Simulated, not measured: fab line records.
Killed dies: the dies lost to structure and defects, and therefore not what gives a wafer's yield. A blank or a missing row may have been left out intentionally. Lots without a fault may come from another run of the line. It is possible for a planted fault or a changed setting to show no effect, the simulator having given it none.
Comparing a struck lot with a sound one	flow sky130	31 out of 708 route steps
Sound: the wafers L828.1, L828.2, L828.6. Struck: wafers L843.5, L843.6 (left out: L843.3, a lot-mate that was not struck); the cause follows at the end.
Each step with rows lists, per side, the tool, then ch with its chambers, then its first start. Under that, the readings that differ: sound wafers	struck wafers	difference of the means	sigmas: that difference in standard deviations of wafers without a fault.
alike: same words and numbers on both sides, and readings whose means sit less than 2 such deviations apart. not compared: any withheld reading, any reading some wafer has no value for, any bound like >300 that may hide the same value, and any number with overlapping values for which the record gives no deviation.
Wherever a step has rows on one side only, a row that says differs or no value, or a row with sigmas, the two part there. When numbers do not overlap yet have no deviation, they are printed without sigmas and do not part them. A reading missing from all wafers of one side parts the sides only when that side holds two or more wafers.

SKY_LI_CONTACT_OVL_MEAS_13:
  sound on overlay-01 at day 29 18:08; struck on overlay-01 at day 34 12:33
reading	sound	struck	difference	sigmas
LI_CONTACT_OVL (nm)	-10 -9 -5	2 9	+14	+3
then, 2 steps without rows for these wafers: SKY_LI_CONTACT_ETCH_14 (etches BARC in N2/H2, stops on SiO2, time 45.9 s, target depth 60 nm); SKY_LI_CONTACT_ETCH_15 (etches PSG in C4F8/O2/Ar, stops on Si, target depth 600 nm).
SKY_LI_CONTACT_STRIP_16: strips in O2/N2.
  sound on plasma_asher-04 ch 0,1, day 29 18:18; struck on plasma_asher-04 ch 0,1, day 34 12:44
  alike: drypump_motor_current_A, o2_flow_sccm, oes_product_au, strip_time_to_endpoint_s
  not compared: rf_hours_counter_h
then, 3 steps without rows for these wafers: SKY_LI_CONTACT_CLEAN_17 (cleans in NMP, time 600 s); SKY_LI_CONTACT_PRE_CLEAN_18 (time 5.6 s); SKY_LI_CONTACT_SPUTTER_19 (material Ti, target thk 20 nm, time 106.37 s).
SKY_LI_CONTACT_SPUTTER_20: material TiN, target thk 20 nm, time 80 s.
  sound on pvd_sputter-01 at day 29 18:51; struck on pvd_sputter-04 at day 34 13:04
  alike: throttle_valve_pct
SKY_LI_CONTACT_CVD_21: deposits W, target thk 400 nm, time 120.56 s.
  sound on cvd_w-01 ch 0,1, day 29 18:55; struck on cvd_w-01 ch 0,1, day 34 13:11
  alike: chamber_pressure_Torr, heater_power_w
  not compared: since_wet_clean_h
SKY_LI_CONTACT_RS_MEAS_22: the measuring method here is four-point-probe.
  sound on film_metro-03 at day 29 19:02; struck on film_metro-03 at day 34 13:18
  alike: LI_CONTACT_W_RS
SKY_LI_CONTACT_THK_MEAS_23: measures by xrf.
  sound on film_metro-03 at day 29 19:09; struck on film_metro-03 at day 34 13:24
  alike: LI_CONTACT_W_THK
then, 1 step without rows for these wafers: SKY_LI_CONTACT_CMP_24 (polishes, stops on PSG, t overpolish 20 s, target thk 0 nm).
SKY_LOCAL_INTERCONNECT_SPUTTER_00: material TiN, target thk 100 nm, time 83.3 s.
  sound on pvd_sputter-04 at day 29 19:31; struck on pvd_sputter-02 at day 34 13:44
reading	sound	struck	difference	sigmas
model.TiN_of_LOCAL_INTERCONNECT_SPUTTER_00.thk_nm (nm)	100 101.1 101.1	90.3 91.48	-9.8	
  alike: throttle_valve_pct
SKY_LOCAL_INTERCONNECT_RS_MEAS_01: the measuring method here is four-point-probe.
  sound on film_metro-03 at day 29 19:35; struck on film_metro-01 at day 34 13:50
reading	sound	struck	difference	sigmas
LOCAL_INTERCONNECT_TIN_RS (ohm/sq)	14.17 14.02 14.03	15.77 15.54	+1.58	+9
SKY_LOCAL_INTERCONNECT_THK_MEAS_02: measures by xrf.
  sound on film_metro-03 at day 29 19:42; struck on film_metro-01 at day 34 13:56
reading	sound	struck	difference	sigmas
LOCAL_INTERCONNECT_TIN_THK (nm)	99.8 100.4 100.6	90.6 91.9	-9.0	-8
then, 8 steps without rows for these wafers: SKY_LOCAL_INTERCONNECT_DEHYDRATE_03 (time 60 s); SKY_LOCAL_INTERCONNECT_HMDS_04 (prime time 60 s); SKY_LOCAL_INTERCONNECT_COAT_05 (resist thk 60 nm); SKY_LOCAL_INTERCONNECT_COAT_06 (resist thk 450 nm); SKY_LOCAL_INTERCONNECT_SOFTBAKE_07 (time 90 s); SKY_LOCAL_INTERCONNECT_EXPOSE_08 (exposes mask LI1M, target cd 170 nm); SKY_LOCAL_INTERCONNECT_PEB_09; SKY_LOCAL_INTERCONNECT_DEVELOP_10 (develop time 60 s).
SKY_LOCAL_INTERCONNECT_CD_MEAS_11: target cd 170 nm.
  sound on cd_sem-01 at day 30 22:49; struck on cd_sem-01 at day 35 16:41
  alike: cd_nm
SKY_LOCAL_INTERCONNECT_OVL_MEAS_12:
  sound on overlay-01 at day 30 22:56; struck on overlay-02 at day 35 16:47
  alike: LOCAL_INTERCONNECT_OVL
SKY_LOCAL_INTERCONNECT_ETCH_13: etches BARC in N2/H2, stops on SiO2, time 45.9 s, target depth 60 nm.
  sound on rie_metal-02 ch 0,1, day 30 22:58; struck on rie_metal-01 ch 0,1, day 35 16:50
reading	sound	struck	difference	sigmas
oes_product_au (a.u.)	0.855 0.854 0.851	0.867 0.860	+0.010	+2
  alike: drypump_motor_current_A, throttle_valve_pct
  not compared: rf_hours_counter_h
SKY_LOCAL_INTERCONNECT_METAL_ETCH_14: etches TiN in Cl2/BCl3, stops on PSG, target depth 110 nm, time 31.4 s.
  sound on rie_metal-02 ch 0,1, day 30 23:02; struck on rie_metal-01 ch 0,1, day 35 16:53
reading	sound	struck	difference	sigmas
oes_product_au (a.u.)	0.944 0.946 0.953	0.886 0.895	-0.057	-7
throttle_valve_pct (%)	21.901 21.899 21.906	21.934 21.922	+0.026	+3
  alike: drypump_motor_current_A
  not compared: rf_hours_counter_h
SKY_LOCAL_INTERCONNECT_STRIP_15: strips in O2/N2.
  sound on plasma_asher-02 ch 0,1, day 30 23:05; struck on plasma_asher-03 ch 0,1, day 35 16:57
  alike: drypump_motor_current_A, o2_flow_sccm, oes_product_au, strip_time_to_endpoint_s
  not compared: rf_hours_counter_h
SKY_LOCAL_INTERCONNECT_STRIP_16: strips in post etch residue remover, time 1200 s.
  sound on wet_bench-01 ch 2, day 30 23:11; struck on wet_bench-02 ch 1, day 35 17:01
reading	sound	struck	difference	sigmas
model.TiN_of_LOCAL_INTERCONNECT_SPUTTER_00.thk_nm (nm)	99.61 100.7 100.7	89.88 91.06	-9.87	
then, 1 step without rows for these wafers: SKY_LOCAL_INTERCONNECT_CLEAN_17 (cleans in IPA, time 180 s).
-- here the record skips 14 days between the struck wafers' starts before and after, leaving off in module LOCAL_INTERCONNECT and picking up in module PAD_OPEN (first step shown: number 708 of the route) --
SKY_PAD_OPEN_PROBE_99:
  sound on prober-01 at day 46 07:54; struck on prober-02 at day 49 14:04
reading	sound	struck	difference	sigmas
killed_at_M4_up	12 3 3	2 2	-4	-2
model.etest.res_li.line_ohm_um	76.31 75.28 76.08	82.45 83.15	+6.91	
model.etest.res_li.rs_ohm_sq	12.89 12.75 12.78	14.2 14.02	+1.3	
  alike: killed_at_M0_to_M3, killed_at_contacts, killed_at_front_end, killed_at_other, killed_dies, killed_open, killed_short

WHERE THEY PART
Last at SKY_PAD_OPEN_PROBE_99 as far as this record goes, first at SKY_LI_CONTACT_OVL_MEAS_13.

WHY: what the simulator had put in
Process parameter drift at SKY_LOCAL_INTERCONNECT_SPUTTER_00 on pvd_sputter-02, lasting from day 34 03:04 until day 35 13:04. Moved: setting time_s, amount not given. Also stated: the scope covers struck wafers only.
